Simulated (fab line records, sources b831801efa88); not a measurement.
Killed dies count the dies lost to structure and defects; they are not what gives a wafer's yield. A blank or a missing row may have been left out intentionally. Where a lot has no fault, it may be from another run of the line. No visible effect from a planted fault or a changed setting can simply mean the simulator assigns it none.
Commonality check across tools ; flow gf180mcu ; Lots sampled 12, wafers sampled 36

== WHAT PROMPTED THE OPENING ==
At GF_HV_LDD_TW_MEAS_38 the reading HV_LDD_3_TW is flagged on 3 of 12 lots. No-fault wafers: 1439, standard deviation 9.6.
Rule: a lot is flagged in two cases, either no wafer of it has a number, or all its wafers with numbers fall more than 4 standard deviations from that mean. The rest of the lots are taken to be sound.

lot;measured;on;HV_LDD_3_TW, wafer by wafer;flag
L216;day 11 15:58;film metro-04;1443 1450 1448;
L223;day 13 22:20;film metro-01;1360 1370 1376;FLAGGED
L224;day 14 04:17;film metro-01;1362 1360 1358;FLAGGED
L225;day 14 10:34;film metro-01;1362 1360 1357;FLAGGED
L229;day 15 18:26;film metro-02;1438 1448 1444;
L232;day 16 16:28;film metro-01;1439 1436 1426;
L233;day 17 01:47;film metro-02;1431 1441 1433;
L234;day 18 00:44;film metro-04;1449 1457 1448;
L235;day 18 10:38;film metro-02;1433 1436 1426;
L236;day 18 14:11;film metro-01;1439 1421 1430;
L237;day 18 17:05;film metro-01;1431 1427 1430;
L238;day 18 22:44;film metro-02;1442 1437 1431;
The numbers of the flagged lots are 1363 on average: -76 against the usual, or -8 standard deviations.

== LOT BY LOT: THE TOOL USED ==
The record holds 2 process steps before the reading, out of a route of 602 steps. Each cell gives the tool, then ch followed by the chambers the sampled wafers passed through, then the start.
lot;flag;GF_VT_IMPLANT_STRIP_42;GF_HV_LDD_IMPLANT_34
L216;;plasma asher-01 ch 0,1, day 7 14:54;implanter-04 ch 0, day 11 15:25
L223;FLAGGED;plasma asher-04 ch 0,1, day 9 15:04;implanter-03 ch 0, day 13 21:49
L224;FLAGGED;plasma asher-01 ch 0,1, day 9 17:20;implanter-03 ch 0, day 14 03:46
L225;FLAGGED;plasma asher-01 ch 0,1, day 10 00:15;implanter-03 ch 0, day 14 10:01
L229;;plasma asher-03 ch 0,1, day 11 02:43;implanter-04 ch 0, day 15 17:53
L232;;plasma asher-03 ch 0, day 11 22:02;implanter-02 ch 0, day 16 15:55
L233;;plasma asher-01 ch 0,1, day 12 07:41;implanter-02 ch 0, day 17 01:16
L234;;plasma asher-04 ch 0,1, day 13 02:36;implanter-02 ch 0, day 18 00:11
L235;;plasma asher-04 ch 0,1, day 13 08:50;implanter-04 ch 0, day 18 10:04
L236;;plasma asher-03 ch 0,1, day 13 11:19;implanter-04 ch 0, day 18 13:38
L237;;plasma asher-04 ch 0,1, day 13 14:23;implanter-04 ch 0, day 18 16:35
L238;;plasma asher-01 ch 0,1, day 13 22:55;implanter-02 ch 0, day 18 22:11
What is done by these steps:
- GF_VT_IMPLANT_STRIP_42: strips in O2/N2.
- GF_HV_LDD_IMPLANT_34
- GF_HV_LDD_TW_MEAS_38

== FLAGGED OVER TOTAL, TOOL BY TOOL (the gauges that took the reading come last) ==
step;tool;lots run;flagged;share of the flagged lots;sound lots run after its first flagged lot
GF_VT_IMPLANT_STRIP_42;plasma asher-01;5;2;some;2 (L233,L238)
GF_VT_IMPLANT_STRIP_42;plasma asher-03;3;0;none;-
GF_VT_IMPLANT_STRIP_42;plasma asher-04;4;1;some;3 (L234,L235,L237)
GF_HV_LDD_IMPLANT_34;implanter-02;4;0;none;-
GF_HV_LDD_IMPLANT_34;implanter-03;3;3;all;0
GF_HV_LDD_IMPLANT_34;implanter-04;5;0;none;-
GF_HV_LDD_TW_MEAS_38;film metro-01;6;3;all;3 (L232,L236,L237)
GF_HV_LDD_TW_MEAS_38;film metro-02;4;0;none;-
GF_HV_LDD_TW_MEAS_38;film metro-04;2;0;none;-

== WHAT IS ALLOWED BY THE TABLE ==
Table rows that saw every flagged lot: 2, namely implanter-03 at GF_HV_LDD_IMPLANT_34 and film metro-01 at GF_HV_LDD_TW_MEAS_38.
- implanter-03 at GF_HV_LDD_IMPLANT_34: 3 of its 3 lots flagged. In this sample it ran no sound lot ahead of its first flagged lot, so there is no way to narrow down the start. Its own readings (dose ions cm2, faraday current uA) fall more than 4 standard deviations out on all wafers of the flagged lots.
- film metro-01 at GF_HV_LDD_TW_MEAS_38: 3 of its 6 lots flagged. After the first flagged lot (L232, L236, L237), sound lots still ran on it; a lasting fault on the whole tool would not permit that.
implanter-03 at GF_HV_LDD_IMPLANT_34 is the single tool remaining.

== WHAT THE SIMULATOR HAD INSERTED ==
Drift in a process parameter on implanter-03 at GF_HV_LDD_IMPLANT_34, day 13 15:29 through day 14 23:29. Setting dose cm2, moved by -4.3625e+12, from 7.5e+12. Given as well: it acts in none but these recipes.
Shown lots that were struck: L223, L224, L225. The rule given above showed the same thing.
